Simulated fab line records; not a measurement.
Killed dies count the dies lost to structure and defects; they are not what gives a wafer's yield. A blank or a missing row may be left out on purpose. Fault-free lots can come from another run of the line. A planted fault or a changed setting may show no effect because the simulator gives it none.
fab line records	flow sky130
record: lots: 12	wafers: 36	lastDay: 50
route steps=708 shown CONTACT@410 METAL1@437 METAL5@674 PAD_OPEN@708
lots untouched by any fault: they come from a run of this same line in which no faults occurred
startH: hours from the record's opening day to when the first of the lot's shown wafers began	waitH: how many hours have passed since the lot's step before this one	" as in the row above	L1.1+2: one row covering several wafers at once	- value missing, or start not given	* or withheld: withheld	< > ~ a bound
route shown NAME@n: a module of which the file shows steps, and the number in the route of the first	usual: mean and standard deviation over wafers with no fault	same: alike in all rows	chamber/n: place in a boat	sites: the reading at each site	_std_site: the values' standard deviation	_edge_site: inner sites' mean taken away from outer sites' mean	radiusMm: for every site, how far away it sits from the centre of the wafer	mask NAME#n: copy n	behind: the last tool/chamber to shape the wafer	hold: reason for holding the lot/hours on hold/outcome of the hold	device: the transistor (n, p or np) that didn't switch	end of line: tests of these same wafers at the route's end	a step given without rows: its recipe and nothing more	killed: at the first sort, the dies lost to defects and structure; wafer yield is something else	map: per-die view of a wafer (x killed, . not killed, _ where there is no die)
set.NAME: the run value of the setting; set.NAME@STEP: its run value at that earlier step	model.NAME: the simulator's own value behind a step, which no gauge read
steps of the route over a sample of lots; a table a step, a row a wafer
services: from which hour (startH, from the record's first day; less than 0 if before it) a tool's chamber was out of use, for how many hours, and why
== steps ==
step: SKY_CONTACT_CMP_04
recipe: material: SiO2	downForcePsi: 4	platenRpm: 60	padVelocityMS: 0.94248
usual: motorCurrentA: 12.6/1.1	slurryFlowMlMin: 150.0/0.48	timeToEndpointS: 83/4.1
lot.wafer	tool	chamber	startH	waitH	motorCurrentA	slurryFlowMlMin	timeToEndpointS
L977.1	cmp-01	3	701.37	0.1	11.0	149.7	88
L977.2	"	0	"	"	12.5	149.7	81
L977.5	"	3	"	"	11.8	149.9	81
L978.2	cmp-01	3	719.31	0.1	11.9	150.0	83
L978.4	"	1	"	"	11.5	150.1	80
L978.5	"	2	"	"	11.7	149.8	83
L979.1	cmp-02	0	727.52	0.1	13.0	149.6	85
L979.5	"	2	"	"	14.7	150.3	84
L979.6	"	3	"	"	13.5	149.2	86
L981.1	cmp-02	3	745.12	0.4	13.1	149.6	85
L981.5	"	2	"	"	14.6	150.1	86
L981.6	"	3	"	"	13.1	150.0	85
L982.4	cmp-02	3	753.07	0.1	12.3	149.7	84
L982.1	"	0	"	"	12.3	150.2	87
L982.2	"	1	"	"	12.3	150.5	92
L983.3	cmp-02	3	758.83	0.1	12.6	150.0	85
L983.4	"	0	"	"	12.3	149.7	77
L983.5	"	2	"	"	13.9	149.9	83
L988.3	cmp-02	2	808.53	0.0	14.8	149.3	82
L988.4	"	0	"	"	12.4	149.5	85
L988.2	"	1	"	"	12.1	150.0	92
L990.2	cmp-01	3	809.53	0.0	11.7	150.9	78
L990.3	"	0	"	"	12.1	150.0	86
L990.1	"	1	"	"	12.0	150.8	83
L991.3	cmp-01	0	823.53	0.0	12.9	150.1	78
L991.1	"	2	"	"	11.0	149.8	85
L991.6	"	0	"	"	12.5	150.4	79
L995.1	cmp-01	3	873.78	0.1	11.2	149.8	85
L995.4	"	1	"	"	12.2	150.2	84
L995.6	"	3	"	"	11.6	149.7	86
L996.2	cmp-01	3	876.02	0.1	11.0	149.1	79
L996.6	"	1	"	"	12.0	150.0	78
L996.5	"	2	"	"	12.0	150.3	81
L998.3	cmp-01	1	881.31	0.0	12.1	151.0	82
L998.2	"	3	"	"	11.2	150.0	87
L998.1	"	0	"	"	12.2	150.2	87
step: SKY_CONTACT_SPUTTER_23
recipe: material: TiN	targetThkNm: 20	chamberPressurePa: 5	powerW: 4000	timeS: 80
usual: throttleValvePct: 30.4/1.4
lot.wafer	tool	chamber	startH	waitH	throttleValvePct
L977.1	pvdSputter-04	-	728.79	0.0	29.7
L977.2	"	-	"	"	31.5
L977.5	"	-	"	"	28.1
L978.2	pvdSputter-02	-	748.06	0.0	31.7
L978.4	"	-	"	"	28.3
L978.5	"	-	"	"	31.8
L979.1	pvdSputter-02	-	755.46	0.0	31.7
L979.5	"	-	"	"	31.4
L979.6	"	-	"	"	31.6
L981.1	pvdSputter-04	-	772.82	0.0	29.7
L981.5	"	-	"	"	28.3
L981.6	"	-	"	"	29.8
L982.1	pvdSputter-04	-	780.77	0.0	31.5
L982.2	"	-	"	"	29.2
L982.4	"	-	"	"	29.7
L983.3	pvdSputter-01	-	787.15	0.0	29.6
L983.4	"	-	"	"	32.7
L983.5	"	-	"	"	29.5
L988.2	pvdSputter-01	-	835.74	0.0	32.5
L988.3	"	-	"	"	29.4
L988.4	"	-	"	"	29.5
L990.1	pvdSputter-04	-	837.59	0.0	29.5
L990.2	"	-	"	"	28.5
L990.3	"	-	"	"	31.7
L991.1	pvdSputter-02	-	850.76	0.0	31.6
L991.3	"	-	"	"	31.7
L991.6	"	-	"	"	31.6
L995.1	pvdSputter-02	-	902.67	0.0	31.1
L995.4	"	-	"	"	28.3
L995.6	"	-	"	"	31.2
L996.2	pvdSputter-02	-	904.05	0.0	32.0
L996.5	"	-	"	"	31.3
L996.6	"	-	"	"	31.2
L998.1	pvdSputter-01	-	908.35	0.0	32.5
L998.2	"	-	"	"	29.5
L998.3	"	-	"	"	29.5
step: SKY_METAL1_SPUTTER_03
recipe: material: Ti	targetThkNm: 5	powerW: 3000	timeS: 3.3	chamberPressurePa: 0.4
usual: throttleValvePct: 30.2/1.5
lot.wafer	tool	chamber	startH	waitH	throttleValvePct
L977.1	pvdSputter-03	-	729.52	0.0	29.3
L977.2	"	-	"	"	29.3
L977.5	"	-	"	"	29.1
L978.2	pvdSputter-01	-	748.78	0.0	29.9
L978.4	"	-	"	"	31.5
L978.5	"	-	"	"	32.5
L979.1	pvdSputter-01	-	756.18	0.0	29.6
L979.5	"	-	"	"	29.7
L979.6	"	-	"	"	31.3
L981.1	pvdSputter-01	-	773.54	0.0	32.5
L981.5	"	-	"	"	29.8
L981.6	"	-	"	"	32.5
L982.1	pvdSputter-01	-	781.49	0.0	29.8
L982.2	"	-	"	"	33.0
L982.4	"	-	"	"	29.9
L983.3	pvdSputter-02	-	787.88	0.0	31.5
L983.4	"	-	"	"	31.2
L983.5	"	-	"	"	28.7
L988.2	pvdSputter-02	-	836.47	0.0	31.8
L988.3	"	-	"	"	31.9
L988.4	"	-	"	"	31.4
L990.1	pvdSputter-01	-	838.31	0.0	32.4
L990.2	"	-	"	"	29.7
L990.3	"	-	"	"	29.6
L991.1	pvdSputter-01	-	851.48	0.0	31.4
L991.3	"	-	"	"	29.7
L991.6	"	-	"	"	30.0
L995.1	pvdSputter-03	-	903.45	0.0	29.5
L995.4	"	-	"	"	29.1
L995.6	"	-	"	"	27.2
L996.2	pvdSputter-01	-	904.77	0.0	32.4
L996.5	"	-	"	"	29.6
L996.6	"	-	"	"	31.3
L998.1	pvdSputter-01	-	909.08	0.0	29.6
L998.2	"	-	"	"	31.6
L998.3	"	-	"	"	29.6
step: SKY_METAL5_DEVELOP_13
recipe: resist: NOVOLAK	developer: TMAH	developTimeS: 60	devTempC: 23
usual: developerTempC: 23.00/0.095
lot.wafer	tool	chamber	startH	waitH	developerTempC
L977.1	lithoTrack-03	0	1023.23	0.1	22.98
L977.2	"	0	"	"	22.99
L977.5	"	0	"	"	23.24
L978.2	lithoTrack-03	0	1038.00	0.1	22.90
L978.4	"	0	"	"	22.86
L978.5	"	0	"	"	22.74
L979.1	lithoTrack-04	0	1044.68	0.1	23.06
L979.5	"	0	"	"	23.11
L979.6	"	0	"	"	22.95
L981.1	lithoTrack-03	0	1056.68	0.1	22.94
L981.5	"	0	"	"	22.88
L981.6	"	0	"	"	22.93
L982.1	lithoTrack-04	0	1062.38	0.1	22.99
L982.2	"	0	"	"	23.00
L982.4	"	0	"	"	23.08
L983.3	lithoTrack-04	0	1070.78	0.1	23.12
L983.4	"	0	"	"	23.09
L983.5	"	0	"	"	23.12
L988.2	lithoTrack-03	0	1105.30	0.1	23.05
L988.3	"	0	"	"	23.00
L988.4	"	0	"	"	22.91
L990.1	lithoTrack-03	0	1106.28	0.1	25.32
L990.2	"	0	"	"	25.29
L990.3	"	0	"	"	25.29
L991.1	lithoTrack-03	0	1119.63	0.1	25.41
L991.3	"	0	"	"	25.41
L991.6	"	0	"	"	25.34
L995.1	lithoTrack-02	0	1155.74	0.1	22.99
L995.4	"	0	"	"	23.02
L995.6	"	0	"	"	22.94
L996.2	lithoTrack-02	0	1158.12	0.1	22.83
L996.5	"	0	"	"	22.97
L996.6	"	0	"	"	22.94
L998.1	lithoTrack-02	0	1164.84	0.1	23.12
L998.2	"	0	"	"	23.05
L998.3	"	0	"	"	22.95
step: SKY_PAD_OPEN_PROBE_99
usual: defectLimitedYield: 82.8/1.7	killed_at_M0_to_M3: 43/6.2	killed_at_M4_up: 2.8/1.7	killedAtContacts: 24/4.8	killedAtFrontEnd: 15/4.3	killedAtOther: 0.3/0.55	killedDies: 85/8.4	killedOpen: 46/6.7	killedShort: 38/6.2	sort_bin_3_pad_short: 0.9/0.46	sort_bin_5_function: 10.2/1.3	sort_bin_6_memory: 6.1/0.9	sortNPass: 407/8.4	sortYieldPct: 82.8/1.7
same: grossDies: 492	killedAtBackSide: 0	sort_bin_4_leakage[%]: 0	sort_bin_8_speed[%]: 0
lot.wafer	tool	chamber	startH	waitH	defectLimitedYield[%]	killed_at_M0_to_M3	killed_at_M4_up	killedAtContacts	killedAtFrontEnd	killedAtOther	killedDies	killedOpen	killedShort	sort_bin_3_pad_short[%]	sort_bin_5_function[%]	sort_bin_6_memory[%]	sortNPass	sortYieldPct[%]
L977.1	prober-02	-	1071.23	0.1	82.7	49	3	20	13	0	85	53	32	0.8	11.8	4.7	407	82.7
L977.2	prober-02	-	1071.28	0.1	83.5	40	5	23	13	0	81	45	36	0.2	9.8	6.5	411	83.5
L977.5	prober-02	-	1071.43	0.2	83.5	51	2	17	10	1	81	47	34	1.8	9.1	5.5	411	83.5
L981.1	prober-02	-	1102.14	0.1	85.4	41	1	20	10	0	72	36	36	0.4	9.1	5.1	420	85.4
L981.5	prober-02	-	1102.34	0.2	82.7	46	1	26	12	0	85	42	43	0.8	11.6	4.9	407	82.7
L981.6	prober-02	-	1102.39	0.2	81.1	54	3	25	11	0	93	54	39	0.8	12.4	5.7	399	81.1
L983.3	prober-02	-	1113.73	0.2	82.7	42	0	21	21	1	85	39	46	1.4	9.3	6.5	407	82.7
L983.4	prober-02	-	1113.78	0.2	85.8	33	2	18	17	0	70	37	33	0.8	7.9	5.5	422	85.8
L983.5	prober-02	-	1113.83	0.2	86.0	34	2	27	6	0	69	40	28	0.2	8.9	4.9	423	86.0
L988.2	prober-02	-	1146.11	0.1	82.7	43	4	22	14	2	85	43	41	1.4	10.2	5.7	407	82.7
L988.3	prober-02	-	1146.16	0.2	81.9	47	2	26	13	1	89	54	34	0.6	10.8	6.7	403	81.9
L988.4	prober-02	-	1146.21	0.2	81.5	39	2	32	16	2	91	56	33	0.8	11.8	5.9	401	81.5
L990.1	prober-01	-	1147.19	0.1	82.7	37	3	28	16	1	85	48	37	1.2	10.4	5.7	407	82.7
L990.2	prober-01	-	1147.24	0.1	83.1	46	4	24	8	1	83	45	38	1.0	10.8	5.1	409	83.1
L990.3	prober-01	-	1147.29	0.2	83.5	41	2	23	15	0	81	44	37	1.0	8.3	7.1	411	83.5
L996.2	prober-02	-	1195.92	0.1	85.2	39	2	19	13	0	73	30	42	0.6	8.9	5.3	419	85.2
L996.5	prober-02	-	1196.07	0.2	86.2	32	2	19	15	0	68	40	27	0.8	8.3	4.7	424	86.2
L996.6	prober-02	-	1196.12	0.2	80.1	53	2	26	17	0	98	49	48	1.4	11.0	7.5	394	80.1
killed by level:class
L977.1 VIA1:geometricParticle:open=12 CONTACT:geometricParticle:open=11 VIA3:geometricParticle:open=11 FIELD_ISO:geometricParticle:short=6 VIA1:geometricParticle:short=5 LI_CONTACT:geometricParticle:open=4 VIA2:geometricParticle:short=4 VIA2:geometricParticle:open=4
L977.2 VIA1:geometricParticle:open=11 LI_CONTACT:geometricParticle:open=9 VIA1:geometricParticle:short=7 CONTACT:geometricParticle:open=6 FIELD_ISO:geometricParticle:short=5 VIA3:geometricParticle:open=5 POLY_GATE:geometricParticle:open=4 CONTACT:geometricParticle:short=4
L977.5 VIA2:geometricParticle:open=9 VIA1:geometricParticle:open=9 METAL2:geometricParticle:short=8 CONTACT:geometricParticle:open=7 VIA1:geometricParticle:short=5 VIA3:geometricParticle:open=5 FIELD_ISO:geometricParticle:short=3 FIELD_ISO:geometricParticle:open=3
L981.1 METAL2:geometricParticle:short=9 CONTACT:geometricParticle:open=8 VIA1:geometricParticle:open=8 LI_CONTACT:geometricParticle:open=5 POLY_GATE:geometricParticle:short=5 VIA1:geometricParticle:short=5 VIA3:geometricParticle:open=5 VIA2:geometricParticle:open=4
L981.5 VIA1:geometricParticle:open=13 METAL1:geometricParticle:short=10 CONTACT:geometricParticle:short=8 VIA2:geometricParticle:open=7 LI_CONTACT:geometricParticle:open=6 CONTACT:geometricParticle:open=6 FIELD_ISO:geometricParticle:short=5 METAL2:geometricParticle:short=5
L981.6 VIA1:geometricParticle:open=13 VIA2:geometricParticle:open=10 CONTACT:geometricParticle:open=10 METAL2:geometricParticle:short=8 LI_CONTACT:geometricParticle:open=7 POLY_GATE:geometricParticle:short=6 VIA3:geometricParticle:open=5 METAL1:geometricParticle:short=5
L983.3 VIA1:geometricParticle:open=9 METAL2:geometricParticle:short=7 VIA3:geometricParticle:open=7 FIELD_ISO:geometricParticle:short=6 METAL1:geometricParticle:short=6 LI_CONTACT:geometricParticle:short=5 POLY_GATE:geometricParticle:open=4 LI_CONTACT:geometricParticle:open=4
L983.4 VIA1:geometricParticle:open=11 FIELD_ISO:geometricParticle:short=5 METAL1:geometricParticle:short=5 FIELD_ISO:geometricParticle:open=4 POLY_GATE:geometricParticle:short=4 LI_CONTACT:geometricParticle:short=4 VIA2:geometricParticle:open=4 LOCAL_INTERCONNECT:geometricParticle:short=3
L983.5 VIA1:geometricParticle:open=11 CONTACT:geometricParticle:short=9 CONTACT:geometricParticle:open=9 LI_CONTACT:geometricParticle:open=6 METAL1:geometricParticle:short=6 METAL2:geometricParticle:short=4 METAL3:geometricParticle:open=3 VIA3:geometricParticle:open=3
L988.2 VIA1:geometricParticle:open=13 LOCAL_INTERCONNECT:geometricParticle:short=6 POLY_GATE:geometricParticle:open=5 LI_CONTACT:geometricParticle:open=5 LI_CONTACT:geometricParticle:short=4 METAL1:geometricParticle:short=4 VIA1:geometricParticle:short=4 VIA2:geometricParticle:open=4
L988.3 CONTACT:geometricParticle:open=9 VIA2:geometricParticle:open=9 VIA1:geometricParticle:open=8 VIA3:geometricParticle:open=8 POLY_GATE:geometricParticle:short=6 LI_CONTACT:geometricParticle:open=5 LOCAL_INTERCONNECT:geometricParticle:open=4 METAL1:geometricParticle:short=4
L988.4 CONTACT:geometricParticle:open=13 VIA1:geometricParticle:open=11 LI_CONTACT:geometricParticle:open=9 FIELD_ISO:geometricParticle:open=7 METAL2:geometricParticle:short=6 VIA2:geometricParticle:open=5 METAL1:geometricParticle:short=5 FIELD_ISO:geometricParticle:short=4
L990.1 CONTACT:geometricParticle:open=11 VIA1:geometricParticle:open=8 LI_CONTACT:geometricParticle:open=7 VIA2:geometricParticle:open=6 METAL1:geometricParticle:short=6 FIELD_ISO:geometricParticle:short=4 LI_CONTACT:geometricParticle:short=4 VIA1:geometricParticle:short=4
L990.2 VIA1:geometricParticle:open=10 LI_CONTACT:geometricParticle:open=8 VIA2:geometricParticle:short=7 VIA1:geometricParticle:short=6 VIA3:geometricParticle:open=6 CONTACT:geometricParticle:open=5 METAL1:geometricParticle:short=4 LI_CONTACT:geometricParticle:short=4
L990.3 VIA1:geometricParticle:open=10 CONTACT:geometricParticle:open=7 LI_CONTACT:geometricParticle:open=6 FIELD_ISO:geometricParticle:short=5 VIA2:geometricParticle:open=5 VIA3:geometricParticle:open=5 METAL1:geometricParticle:short=4 CONTACT:geometricParticle:short=4
L996.2 VIA1:geometricParticle:open=9 LOCAL_INTERCONNECT:geometricParticle:short=8 VIA3:geometricParticle:open=6 POLY_GATE:geometricParticle:short=5 VIA1:geometricParticle:short=5 CONTACT:geometricParticle:open=4 METAL1:geometricParticle:short=4 METAL2:geometricParticle:short=4
L996.5 VIA1:geometricParticle:open=8 LI_CONTACT:geometricParticle:open=7 CONTACT:geometricParticle:open=7 METAL1:geometricParticle:short=7 FIELD_ISO:geometricParticle:open=6 VIA2:geometricParticle:open=6 VIA3:geometricParticle:short=3 POLY_GATE:geometricParticle:short=2
L996.6 VIA1:geometricParticle:open=15 VIA1:geometricParticle:short=9 LI_CONTACT:geometricParticle:open=8 CONTACT:geometricParticle:open=8 METAL2:geometricParticle:short=6 METAL1:geometricParticle:short=5 FIELD_ISO:geometricParticle:open=4 LOCAL_INTERCONNECT:geometricParticle:short=4
== services ==
tool	chamber	startH	hours	kind
cmp-02	-	715.51	4.3	pm
cmp-01	-	744.00	4.0	pm
cmp-02	-	746.48	0.5	repair
cmp-01	-	756.23	6.3	pm
pvdSputter-02	-	756.60	17.2	repair
cmp-01	-	786.59	7.0	pm
cmp-01	-	799.33	0.7	repair
cmp-01	-	804.46	1.1	repair
cmp-02	-	832.09	5.0	repair
cmp-01	-	835.17	0.3	repair
pvdSputter-02	-	866.25	1.1	repair
cmp-02	-	912.17	4.0	pm
cmp-01	-	934.40	6.5	repair
cmp-01	-	935.63	0.3	repair
pvdSputter-02	-	983.12	1.3	repair
cmp-01	-	987.42	1.4	repair
cmp-01	-	991.57	3.6	repair
cmp-01	-	1040.99	1.1	repair
cmp-01	-	1046.89	0.7	repair
cmp-01	-	1084.00	4.0	pm
cmp-01	-	1099.58	1.3	repair
cmp-01	-	1125.23	7.4	pm
cmp-01	-	1137.78	17.1	pm
pvdSputter-01	-	1141.40	3.0	repair
== key ==
firstSign: step: SKY_METAL5_DEVELOP_13	reading: developerTempC	direction: up	sigmas: 25	usual: *	struck: *
effect none on later readings
metAt SKY_METAL5_DEVELOP_13
struckLots L990,L991
notActingAt SKY_CONTACT_CMP_04,SKY_CONTACT_SPUTTER_23,SKY_METAL1_SPUTTER_03
onsetBetween 1105.30 1106.28
fault: kind: processParameterDrift	tool: lithoTrack-03	chamber: -	onsetH: 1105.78	steps: SKY_METAL5_DEVELOP_13	channel: devTempC	offset: *	shape: step	endH: 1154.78	actsIn: *	stated: *
